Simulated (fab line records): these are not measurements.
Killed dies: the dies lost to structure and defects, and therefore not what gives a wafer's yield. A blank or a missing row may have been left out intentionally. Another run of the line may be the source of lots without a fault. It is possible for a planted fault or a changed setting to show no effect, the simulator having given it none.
A struck lot beside a sound one + flow sky130 + 38 steps out of a route of 708
Sound: wafers L111.1, L111.4, L111.5. Struck: wafer L103.6 (left out: L103.4, a lot-mate that was not struck); the cause follows at the end.
For every step that has rows: the tool of each side, followed by ch and its chambers, followed by its first start. Under that, the readings that differ: sound wafers + struck wafers + difference of the means + sigmas: that difference in standard deviations of wafers without a fault.
alike: a reading whose means differ by less than 2 such deviations, as well as words and numbers matching on both sides. not compared: withheld readings; readings where some wafer has no value; bounds like >300 that might hide an equal value; numbers whose values overlap and for which the record gives no deviation.
Wherever a step has rows on one side only, a row that says differs or no value, or a row with sigmas, the two part there. When numbers do not overlap yet have no deviation, they are printed without sigmas and do not part them. A reading missing from all wafers of one side parts the sides only when that side holds two or more wafers.

first, 9 steps without rows for these wafers: SKY_VIA2_SPUTTER_20 (material TiN, target thk 20 nm, time 80 s); SKY_VIA2_CVD_21 (deposits W, target thk 420 nm, time 126.4 s); SKY_VIA2_CMP_24 (polishes, stops on SiO2, t overpolish 20 s, target thk 0 nm); SKY_METAL3_SPUTTER_00 (material Ti, target thk 15 nm, time 10 s); SKY_METAL3_SPUTTER_01 (material TiN, target thk 20 nm, time 16.7 s); SKY_METAL3_SPUTTER_02 (material AlCu, target thk 735 nm, time 39.1 s); SKY_METAL3_SPUTTER_03 (material Ti, target thk 5 nm, time 3.3 s); SKY_METAL3_SPUTTER_04 (material TiN, target thk 70 nm, time 58.3 s); SKY_CAPM_CVD_00 (deposits SiO2, target thk 15.5 nm).
SKY_CAPM_SPUTTER_02: material TiN, target thk 200 nm, time 166.7 s.
  struck on pvd-sputter-03, day 39 20:20; sound on pvd-sputter-01, day 41 22:04
| reading                                  | sound             | struck | difference | sigmas |
|------------------------------------------|-------------------|--------|------------|--------|
| model.TiN_of_CAPM_SPUTTER_02.thk-nm (nm) | 195.4 202.4 200.7 | 173    | -26        |        |
  alike: throttle-valve-pct
SKY_CAPM_RS_MEAS_03: the measuring method here is four-point-probe.
  struck on film-metro-02, day 39 20:30; sound on film-metro-02, day 41 22:10
| reading              | sound          | struck | difference | sigmas |
|----------------------|----------------|--------|------------|--------|
| CAPM_TIN_RS (ohm/sq) | 7.08 6.82 6.86 | 8.01   | +1.09      | +11    |
SKY_CAPM_THK_MEAS_04: measures by xrf.
  struck on film-metro-02, day 39 20:35; sound on film-metro-02, day 41 22:17
| reading           | sound             | struck | difference | sigmas |
|-------------------|-------------------|--------|------------|--------|
| CAPM_TIN_THK (nm) | 197.8 205.6 203.4 | 174.8  | -27.5      | -9     |
then, 7 steps without rows for these wafers: SKY_CAPM_DEHYDRATE_05 (time 60 s); SKY_CAPM_HMDS_06 (prime time 60 s); SKY_CAPM_COAT_07 (resist thk 1140 nm); SKY_CAPM_SOFTBAKE_08 (time 60 s); SKY_CAPM_EXPOSE_09 (exposes mask CAPM, target cd 1000 nm); SKY_CAPM_PEB_10; SKY_CAPM_DEVELOP_11 (develop time 60 s).
SKY_CAPM_METAL_ETCH_13: etches TiN in Cl2/BCl3, stops on SiO2, target depth 220 nm, time 62.9 s.
  sound on rie-metal-01 ch 0,1, day 42 20:30; struck on rie-metal-01 ch 0, day 40 18:43
| reading                | sound                | struck | difference | sigmas |
|------------------------|----------------------|--------|------------|--------|
| bcl3-flow-sccm (sccm)  | 29.92 30.10 30.00    | 29.79  | -0.22      | -2     |
| oes-product-au (a.u.)  | 0.929 0.948 0.943    | 0.868  | -0.072     | -7     |
| throttle-valve-pct (%) | 21.906 21.902 21.904 | 21.936 | +0.032     | +3     |
  alike: drypump-motor-current-A, mfc-cl2-sccm
  not compared: rf-hours-counter-h
then, 16 steps without rows for these wafers: SKY_CAPM_STRIP_14 (strips in O2/N2); SKY_CAPM_STRIP_15 (strips in post etch residue remover, time 1200 s); SKY_CAPM_CLEAN_16 (cleans in IPA, time 180 s); SKY_CAPM_CLEAN_17 (cleans in O3/DIW); SKY_METAL3_DEHYDRATE_05 (time 60 s); SKY_METAL3_HMDS_06 (prime time 60 s); SKY_METAL3_COAT_07 (resist thk 60 nm); SKY_METAL3_COAT_08 (resist thk 1140 nm); SKY_METAL3_SOFTBAKE_09 (time 90 s); SKY_METAL3_EXPOSE_10 (exposes mask MM3, target cd 300 nm); SKY_METAL3_PEB_11; SKY_METAL3_DEVELOP_12 (develop time 60 s); SKY_METAL3_DESCUM_15 (chemistry O2, time 8 s); SKY_METAL3_ETCH_16 (etches BARC in N2/H2, stops on SiO2, time 88.2 s, target depth 60 nm); SKY_METAL3_ETCH_17 (etches SiO2 in C4F8/O2/Ar, stops on TiN, time 3.9 s, target depth 15 nm); SKY_METAL3_METAL_ETCH_18 (etches the open film in Cl2/BCl3, stops on SiO2, target depth 845 nm, time 183.1 s).
SKY_METAL3_STRIP_20: strips in post etch residue remover, time 1200 s.
  sound on wet-bench-03 ch 1, day 43 20:22; struck on wet-bench-03 ch 1, day 41 19:45
| reading                                  | sound             | struck | difference | sigmas |
|------------------------------------------|-------------------|--------|------------|--------|
| model.TiN_of_CAPM_SPUTTER_02.thk-nm (nm) | 194.6 201.6 199.9 | 172.2  | -26.5      |        |
-- the record jumps here: 7 days lie between the struck wafers' starts before and after (it left off in module METAL3 and takes up again in module PAD_OPEN, whose first step shown is number 708 of the route) --
SKY_PAD_OPEN_PROBE_99:
  struck on prober-02, day 48 10:48; sound on prober-01, day 50 00:03
| reading                              | sound                | struck | difference | sigmas |
|--------------------------------------|----------------------|--------|------------|--------|
| model.etest.cap-mim.plate-ohm-sq     | 6.125 5.941 6.003    | 6.89   | +0.87      |        |
| model.etest.cap-mim.bv-v (V)         | 14.04 13.89 13.76    | 13.66  | -0.24      |        |
| model.etest.cap-mim.leak-log10-a-cm2 | -8.895 -8.994 -8.959 | -8.817 | +0.132     |        |
  alike: defect-limited-yield, killed_at_M0_to_M3, killed_at_M4_up, killed-at-contacts, killed-at-front-end, killed-dies, killed-open, killed-short, sort_bin_3_pad_short, sort_bin_5_function, sort_bin_6_memory, sort-n-pass, sort-yield-pct

WHERE THEY PART
Last at SKY_CAPM_METAL_ETCH_13 as far as this record goes, first at SKY_CAPM_RS_MEAS_03. Later steps at which nothing parts them and some readings are alike: SKY_PAD_OPEN_PROBE_99.

WHY: what had been put in by the simulator
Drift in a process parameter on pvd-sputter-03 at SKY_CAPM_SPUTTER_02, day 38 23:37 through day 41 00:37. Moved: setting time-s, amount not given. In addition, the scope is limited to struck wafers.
